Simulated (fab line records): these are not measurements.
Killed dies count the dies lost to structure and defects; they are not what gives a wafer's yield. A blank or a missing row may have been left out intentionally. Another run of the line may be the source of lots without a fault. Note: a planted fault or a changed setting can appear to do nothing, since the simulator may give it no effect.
fab line records	flow gf180mcu
record lots=5	wafers=15	lastDay=33
route steps=602 shown V2@387
lots that met no fault: from a run of the same line without faults
startH: start of the lot's first displayed wafer, in hours after the record's first day	waitH: time in hours since the lot's previous step	" identical to the entry in the row above	L1.1+2: a single row standing in for several wafers	- no value present, or no start provided	* or withheld: withheld	< > ~ a bound
route shown NAME@n: a module of which the file shows steps, and the number in the route of the first	usual: the fault-free wafers' mean and standard deviation	same: alike in all rows	chamber/n: place in a boat	sites: each site's reading	_std_site: standard deviation across them	_edge_site: the outer-site mean with the inner-site mean subtracted	radiusMm: for every site, how far away it sits from the centre of the wafer	mask NAME#n: copy n	behind: the most recent tool/chamber to have shaped the wafer	hold: cause of the lot's hold/its duration in hours/its outcome	device: which transistor (n, p or np) failed to switch	end of line: tests run on the same wafers once the route is complete	for a step that has no rows: nothing shown but its recipe	killed: at the first sort, the dies lost to defects and structure; wafer yield is something else	map: dies across one wafer; x = killed, . = not, _ = none there
set.NAME: the setting that was run; set.NAME@STEP: the one run at that earlier step	model.NAME: the simulator's own value behind a step, which no gauge read
lots at selected steps of the route; one table per step, one row per wafer
services: the hour from which a tool's chamber was out of use, counted from the record's first day as startH (under 0 if before that day), plus the number of hours and why
## steps
# step GF_V2_BOW_MEAS_05
# recipe mode=bow
# usual V2_BOW=98/8.2
lot.wafer	tool	chamber	startH	waitH	V2_BOW[um]
L076.1	filmMetro-01	-	468.23	0.2	97
L076.3	"	-	"	"	101
L076.6	"	-	"	"	104
L077.1	filmMetro-01	-	477.42	0.2	106
L077.4	"	-	"	"	95
L077.6	"	-	"	"	98
L085.3	filmMetro-04	-	544.35	0.2	100
L085.4	"	-	"	"	88
L085.6	"	-	"	"	102
L087.1	filmMetro-01	-	562.08	0.2	93
L087.3	"	-	"	"	101
L087.6	"	-	"	"	97
L090.1	filmMetro-03	-	584.40	0.2	95
L090.4	"	-	"	"	101
L090.6	"	-	"	"	103
# step GF_V2_DEHYDRATE_06
# recipe tempC=200	timeS=60
# usual heaterPowerTotalW=160.37/0.12
# same timeS=60
lot.wafer	tool	chamber	startH	waitH	heaterPowerTotalW
L076.1	lithoTrack-04	0	479.67	11.4	160.37
L076.3	"	0	"	"	160.29
L076.6	"	0	"	"	160.42
L077.1	lithoTrack-03	0	488.66	11.2	160.25
L077.4	"	0	"	"	160.66
L077.6	"	0	"	"	160.49
L085.3	lithoTrack-04	0	554.57	10.2	160.45
L085.4	"	0	"	"	160.35
L085.6	"	0	"	"	160.47
L087.1	lithoTrack-01	0	572.73	10.6	160.21
L087.3	"	0	"	"	160.34
L087.6	"	0	"	"	160.37
L090.1	lithoTrack-03	0	594.36	9.9	160.54
L090.4	"	0	"	"	160.21
L090.6	"	0	"	"	160.58
# step GF_V2_HMDS_07
# recipe primeTimeS=60	primeTempC=120
lot.wafer	tool	chamber	startH	waitH
L076.1+3+6	lithoTrack-04	0	479.82	0.1
L077.1+4+6	lithoTrack-03	0	488.81	0.1
L085.3+4+6	lithoTrack-04	0	554.72	0.1
L087.1+3+6	lithoTrack-01	0	572.88	0.1
L090.1+4+6	lithoTrack-03	0	594.51	0.1
# step GF_V2_COAT_08
# recipe resist=BARC	tempC=withheld	timeS=withheld	spinRpm=withheld	resistThkNm=withheld
lot.wafer	tool	chamber	startH	waitH
L076.1+3+6	lithoTrack-04	0	479.97	0.1
L077.1+4+6	lithoTrack-03	0	488.96	0.1
L085.3+4+6	lithoTrack-04	0	554.87	0.1
L087.1+3+6	lithoTrack-01	0	573.03	0.1
L090.1+4+6	lithoTrack-03	0	594.66	0.1
# step GF_V2_COAT_09
# recipe resist=KrF	spinRpm=withheld	resistThkNm=1000
lot.wafer	tool	chamber	startH	waitH
L076.1+3+6	lithoTrack-04	0	-	-
L077.1+4+6	lithoTrack-03	0	-	-
L085.3+4+6	lithoTrack-04	0	-	-
L087.1+3+6	lithoTrack-01	0	-	-
L090.1+4+6	lithoTrack-03	0	-	-
# step GF_V2_SOFTBAKE_10
# recipe tempC=130	timeS=62.81	resist=KrF
# usual heaterPowerTotalW=93.19/0.061	plateSensorTCentreC=131.01/0.0099	plateSensorTEdgeC=131.21/0.01
# same timeS=62.81
lot.wafer	tool	chamber	startH	waitH	heaterPowerTotalW	plateSensorTCentreC	plateSensorTEdgeC
L076.1	lithoTrack-04	0	-	-	93.12	131.02	131.22
L076.3	"	0	"	"	93.12	131.01	131.22
L076.6	"	0	"	"	93.06	131.02	131.2
L077.1	lithoTrack-03	0	-	-	93.11	131	131.21
L077.4	"	0	"	"	93.26	131.02	131.19
L077.6	"	0	"	"	93.21	131.02	131.21
L085.3	lithoTrack-04	0	-	-	93.24	131.01	131.2
L085.4	"	0	"	"	93.20	131.02	131.2
L085.6	"	0	"	"	93.16	131.01	131.21
L087.1	lithoTrack-01	0	-	-	93.15	131.01	131.19
L087.3	"	0	"	"	93.06	131	131.19
L087.6	"	0	"	"	93.18	131.01	131.2
L090.1	lithoTrack-03	0	-	-	93.18	131.01	131.2
L090.4	"	0	"	"	93.19	131	131.24
L090.6	"	0	"	"	93.11	131.02	131.19
# step GF_V2_EXPOSE_11
# recipe maskId=Via2	targetCdNm=260	na=0.68	sourceShape=conventional	sigmaOuter=0.6	doseMj=38
# same na=0.68
lot.wafer	tool	chamber	startH	waitH	mask
L076.1+3+6	krfScanner-01	0	-	-	Via2#0
L077.1+4+6	krfScanner-01	0	-	-	Via2#0
L085.3+4+6	krfScanner-02	0	-	-	Via2#0
L087.1+3+6	krfScanner-02	0	-	-	Via2#0
L090.1+4+6	krfScanner-01	0	-	-	Via2#0
# step GF_V2_PEB_12
# recipe pebTempC=135	pebTimeS=90	resist=KrF
# usual heaterPowerTotalW=85.69/0.083
lot.wafer	tool	chamber	startH	waitH	heaterPowerTotalW
L076.1	lithoTrack-01	0	-	-	85.80
L076.3	"	0	"	"	85.57
L076.6	"	0	"	"	85.71
L077.1	lithoTrack-01	0	-	-	85.62
L077.4	"	0	"	"	85.57
L077.6	"	0	"	"	85.78
L085.3	lithoTrack-03	0	-	-	85.59
L085.4	"	0	"	"	85.64
L085.6	"	0	"	"	85.76
L087.1	lithoTrack-04	0	-	-	85.67
L087.3	"	0	"	"	85.79
L087.6	"	0	"	"	85.76
L090.1	lithoTrack-04	0	-	-	85.63
L090.4	"	0	"	"	85.61
L090.6	"	0	"	"	85.63
# step GF_V2_DEVELOP_13
# recipe developTimeS=60	resist=KrF	devTempC=21
lot.wafer	tool	chamber	startH	waitH
L076.1+3+6	lithoTrack-01	0	492.13	0.2
L077.1+4+6	lithoTrack-01	0	500.38	0.2
L085.3+4+6	lithoTrack-03	0	566.41	0.1
L087.1+3+6	lithoTrack-04	0	584.02	0.2
L090.1+4+6	lithoTrack-04	0	605.17	0.2
# step GF_V2_CD_MEAS_14
# recipe targetCdNm=260
# usual cdNm=259.8/1.4
lot.wafer	tool	chamber	startH	waitH	cdNm
L076.1	cdSem-01	-	492.28	0.1	260.3
L076.3	"	-	"	"	258.6
L076.6	"	-	"	"	258.7
L077.1	cdSem-01	-	500.53	0.1	257.8
L077.4	"	-	"	"	258.8
L077.6	"	-	"	"	257.7
L085.3	cdSem-01	-	566.55	0.1	259.9
L085.4	"	-	"	"	259.2
L085.6	"	-	"	"	259.4
L087.1	cdSem-01	-	584.17	0.1	258.9
L087.3	"	-	"	"	259.0
L087.6	"	-	"	"	259.4
L090.1	cdSem-02	-	605.32	0.1	259.6
L090.4	"	-	"	"	260.8
L090.6	"	-	"	"	260.6
# step GF_V2_OVL_MEAS_15
# usual V2_OVL=2/5.8
lot.wafer	tool	chamber	startH	waitH	V2_OVL[nm]
L076.1	overlay-01	-	492.40	0.1	-4
L076.3	"	-	"	"	4
L076.6	"	-	"	"	-1
L077.1	overlay-01	-	500.65	0.1	-3
L077.4	"	-	"	"	-7
L077.6	"	-	"	"	-2
L085.3	overlay-02	-	566.64	0.1	6
L085.4	"	-	"	"	5
L085.6	"	-	"	"	5
L087.1	overlay-02	-	584.29	0.1	5
L087.3	"	-	"	"	2
L087.6	"	-	"	"	1
L090.1	overlay-01	-	605.44	0.1	-3
L090.4	"	-	"	"	8
L090.6	"	-	"	"	6
# step GF_V2_ETCH_16
# recipe chemistry=N2/H2	targetDepthA=withheld	overetchA=withheld	timeS=withheld	target=BARC	ionEnergyEv=200	sourceW=500	biasW=100	pressureMtorr=30	n2FlowSccm=100	h2FlowSccm=200
# usual drypumpMotorCurrentA=5.6/0.47	oesProductAu=0.855/0.0045	throttleValvePct=13.223/0.008
lot.wafer	tool	chamber	startH	waitH	drypumpMotorCurrentA	oesProductAu	throttleValvePct
L076.1	rieDiel-01	0	492.43	0.0	5.8	0.855	13.216
L076.3	"	1	"	"	6.3	0.853	13.231
L076.6	"	3	"	"	5.9	0.850	13.223
L077.1	rieDiel-03	3	500.68	0.0	4.7	0.854	13.209
L077.4	"	2	"	"	6.0	0.862	13.227
L077.6	"	0	"	"	5.3	0.856	13.227
L085.3	rieDiel-01	2	566.67	0.0	6.2	0.858	13.211
L085.4	"	0	"	"	5.8	0.853	13.211
L085.6	"	2	"	"	6.2	0.849	13.230
L087.1	rieDiel-03	1	584.33	0.0	5.7	0.856	13.227
L087.3	"	2	"	"	6.0	0.846	13.208
L087.6	"	3	"	"	4.7	0.853	13.222
L090.1	rieDiel-02	1	605.47	0.0	5.8	0.857	13.219
L090.4	"	0	"	"	5.6	0.850	13.214
L090.6	"	2	"	"	6.1	0.855	13.231
# step GF_V2_ETCH_17
# recipe chemistry=C4F8/O2/Ar	maskMaterial=KrF	target=SiO2	stopOn=TiN	sourceW=1500	biasW=1200	pressureMtorr=40	c4f8FlowSccm=withheld	O2_flow_sccm=6	Ar_flow_sccm=300	timeS=withheld	targetDepthA=6300
# usual oesProductAu=0.857/0.0045
lot.wafer	tool	chamber	startH	waitH	oesProductAu
L076.1	rieDiel-01	0	-	-	0.857
L076.3	"	1	"	"	0.860
L076.6	"	3	"	"	0.856
L077.1	rieDiel-03	3	-	-	0.868
L077.4	"	2	"	"	0.860
L077.6	"	0	"	"	0.867
L085.3	rieDiel-01	2	-	-	0.851
L085.4	"	0	"	"	0.854
L085.6	"	2	"	"	0.858
L087.1	rieDiel-03	1	-	-	0.857
L087.3	"	2	"	"	0.862
L087.6	"	3	"	"	0.857
L090.1	rieDiel-02	1	-	-	0.859
L090.4	"	0	"	"	0.860
L090.6	"	2	"	"	0.861
# step GF_V2_STRIP_18
# recipe chemistry=O2/N2	powerW=1400	pressureMtorr=1500	platenTempC=250	o2FlowSccm=3000	n2FlowSccm=300	overashFraction=0.5
# usual drypumpMotorCurrentA=5.9/0.42	heaterPowerW=313/35	oesProductAu=0.593/0.0049
# same overashFraction=0.5
lot.wafer	tool	chamber	startH	waitH	drypumpMotorCurrentA	heaterPowerW	oesProductAu	rfHoursCounterH
L076.1	plasmaAsher-02	1	492.56	-	6.5	283	0.593	75
L076.3	"	0	"	"	6.3	355	0.588	-
L076.6	"	1	"	"	6.6	282	0.599	-
L077.1	plasmaAsher-01	0	500.81	-	5.5	289	0.592	4
L077.4	"	1	"	"	5.7	356	0.586	-
L077.6	"	0	"	"	5.5	284	0.590	-
L085.3	plasmaAsher-01	0	566.83	-	5.5	287	0.591	-
L085.4	"	1	"	"	5.7	353	0.596	-
L085.6	"	0	"	"	5.5	286	0.586	-
L087.1	plasmaAsher-02	1	584.45	-	6.6	278	0.591	85
L087.3	"	0	"	"	6.3	351	0.589	-
L087.6	"	0	"	"	6.3	353	0.596	-
L090.1	plasmaAsher-01	1	605.60	-	5.7	358	0.594	15
L090.4	"	0	"	"	5.5	287	0.589	-
L090.6	"	1	"	"	5.7	353	0.581	-
# step GF_V2_STRIP_19
# recipe chemistry=postEtchResidueRemover	timeS=1200	tempC=72.5
# same timeS=1200
lot.wafer	tool	chamber	startH	waitH
L076.1+3+6	wetBench-02	0	492.66	0.1
L077.1+4+6	wetBench-03	0	500.91	0.1
L085.3+4+6	wetBench-02	2	566.90	0.0
L087.1+3+6	wetBench-01	1	584.55	0.1
L090.1+4+6	wetBench-03	3	605.70	0.1
# step GF_V2_CLEAN_20
# recipe chemistry=DIW	dry=n2Spin
lot.wafer	tool	chamber	startH	waitH
L076.1+3+6	wetBench-02	3	493.04	0.0
L077.1+4+6	wetBench-02	3	501.25	0.0
L085.3+4+6	wetBench-03	2	567.27	0.0
L087.1+3+6	wetBench-02	0	584.93	0.0
L090.1+4+6	wetBench-01	3	606.39	0.0
# step GF_V2_SPUTTER_21
# recipe material=Ti	targetThkNm=15	chamberPressurePa=5	powerW=2500	substrateTempC=200	timeS=80.02
# usual throttleValvePct=30.1/0.63
# same timeS=80.02
lot.wafer	tool	chamber	startH	waitH	throttleValvePct
L076.1	pvdSputter-01	-	493.14	0.0	30.2
L076.3	"	-	"	"	30.0
L076.6	"	-	"	"	29.7
L077.1	pvdSputter-03	-	501.36	0.0	29.7
L077.4	"	-	"	"	30.5
L077.6	"	-	"	"	30.6
L085.3	pvdSputter-01	-	567.36	0.0	30.1
L085.4	"	-	"	"	30.2
L085.6	"	-	"	"	30.4
L087.1	pvdSputter-03	-	585.02	0.0	30.8
L087.3	"	-	"	"	30.6
L087.6	"	-	"	"	29.8
L090.1	pvdSputter-02	-	606.48	0.0	28.9
L090.4	"	-	"	"	28.1
L090.6	"	-	"	"	29.0
# step GF_V2_SPUTTER_22
# recipe material=TiN	targetThkNm=10	chamberPressurePa=5	powerW=4000	timeS=40
# usual throttleValvePct=30.1/0.63
# same timeS=40
lot.wafer	tool	chamber	startH	waitH	throttleValvePct
L076.1	pvdSputter-01	-	493.20	0.0	30.3
L076.3	"	-	"	"	30.1
L076.6	"	-	"	"	30.2
L077.1	pvdSputter-03	-	501.42	0.0	29.9
L077.4	"	-	"	"	30.4
L077.6	"	-	"	"	30.6
L085.3	pvdSputter-01	-	567.42	0.0	30.1
L085.4	"	-	"	"	29.8
L085.6	"	-	"	"	30.6
L087.1	pvdSputter-03	-	585.08	0.0	30.6
L087.3	"	-	"	"	30.8
L087.6	"	-	"	"	29.8
L090.1	pvdSputter-02	-	606.54	0.0	28.5
L090.4	"	-	"	"	28.2
L090.6	"	-	"	"	29.1
# step GF_V2_CVD_23
# recipe material=W	targetThkNm=350	timeS=104.94	tempC=402.8	pressureTorr=40
# usual chamberPressureTorr=40.01/0.084	heaterPowerW=817/63
# same timeS=104.94
lot.wafer	tool	chamber	startH	waitH	chamberPressureTorr	heaterPowerW
L076.1	cvdW-01	1	493.24	0.0	39.89	794
L076.3	"	0	"	"	39.89	752
L076.6	"	0	"	"	39.94	760
L077.1	cvdW-01	1	501.46	0.0	40.07	794
L077.4	"	0	"	"	40.01	758
L077.6	"	1	"	"	40.14	813
L085.3	cvdW-01	0	567.50	0.1	40.04	758
L085.4	"	1	"	"	40.07	836
L085.6	"	0	"	"	39.98	762
L087.1	cvdW-01	1	585.12	0.0	39.96	796
L087.3	"	1	"	"	39.92	809
L087.6	"	1	"	"	39.89	802
L090.1	cvdW-02	0	606.58	0.0	39.96	920
L090.4	"	0	"	"	39.96	932
L090.6	"	1	"	"	40.00	784
## services
tool	chamber	startH	hours	kind
rieDiel-03	0	468.11	4.2	repair
pvdSputter-01	-	473.91	3.1	repair
krfScanner-02	-	478.16	1.0	pm
krfScanner-02	-	479.16	1.3	pm
krfScanner-02	-	480.99	0.8	repair
krfScanner-02	-	485.44	0.3	repair
rieDiel-02	-	491.61	4.3	pm
pvdSputter-02	-	492.84	2.0	repair
rieDiel-03	-	493.45	2.8	pm
plasmaAsher-01	-	501.37	2.8	pm
krfScanner-02	-	506.61	4.0	pm
rieDiel-01	2	507.16	14.1	repair
krfScanner-01	-	515.37	4.0	pm
rieDiel-01	-	524.90	28.1	pm
cvdW-01	1	526.22	8.3	repair
krfScanner-01	-	529.09	1.0	pm
krfScanner-01	-	531.15	1.3	pm
krfScanner-01	-	535.93	0.8	pm
rieDiel-02	1	537.46	2.6	repair
krfScanner-01	-	552.45	1.6	repair
pvdSputter-01	-	553.80	2.2	repair
wetBench-03	-	557.56	2.2	repair
cvdW-01	0	601.41	3.9	repair
pvdSputter-01	-	605.67	3.7	repair
## key
fault none
